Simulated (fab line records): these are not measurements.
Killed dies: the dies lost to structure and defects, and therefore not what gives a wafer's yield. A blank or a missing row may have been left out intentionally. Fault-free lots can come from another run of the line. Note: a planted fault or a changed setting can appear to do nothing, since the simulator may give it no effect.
2 desks looking at one fault | flow sky130 | what lay behind the numbers comes last; until then each desk has only its own

## THE METROLOGY DESK
Lot by lot, what the gauges showed, no matter which tool ran the lot: averages of those sampled wafers that carry a number. The brackets show how far a lot's mean lies from the usual mean; more than 4 standard deviations puts the lot out of limits, marked OUT.
Columns: A = PASSIVATION_CVD_00_THK at SKY_PASSIVATION_THK_MEAS_01, usual 89.9 nm
lot  | first seen here | A
L969 | day 43 21:07    | 89.2
L970 | day 44 07:47    | 90.7
L971 | day 44 14:50    | 90.1
L974 | day 45 08:18    | 89.2
L972 | day 45 08:23    | 88.6
L973 | day 45 11:59    | 90.9
L976 | day 45 22:44    | 89.7
L978 | day 46 10:07    | 89.4
L980 | day 46 22:36    | 89.1
L981 | day 47 05:14    | 91.0
L984 | day 47 21:16    | 91.2
L986 | day 48 11:01    | 89.4
Finding of this desk: none of the 12 lots has anything out of limits.

## THE TOOL OWNER'S DESK: wetBench-02
The tool's own readings at SKY_VIA3_CLEAN_18 (cleans in IPA, time 180 s): means of the sampled wafers that have a number, for each lot that ran on this tool. The brackets show how far a lot's mean lies from the usual mean; more than 4 standard deviations puts the lot out of limits, marked OUT.
Columns: A = tempC at SKY_VIA3_CLEAN_18, usual 25.00 C
lot  | first seen here | A
L972 | day 41 08:17    | 24.92
L973 | day 41 11:11    | 24.95
L976 | day 41 23:25    | 25.02
L978 | day 42 11:34    | 25.10
L984 | day 44 03:24    | 25.03
L986 | day 44 19:02    | 24.95
Finding of this desk: none of the 6 lots has anything out of limits.

## TAKEN TOGETHER
At the metrology desk, nothing out of limits was observed.
The tool owner's desk saw nothing out of limits.

## WHAT THE SIMULATOR HAD INSERTED
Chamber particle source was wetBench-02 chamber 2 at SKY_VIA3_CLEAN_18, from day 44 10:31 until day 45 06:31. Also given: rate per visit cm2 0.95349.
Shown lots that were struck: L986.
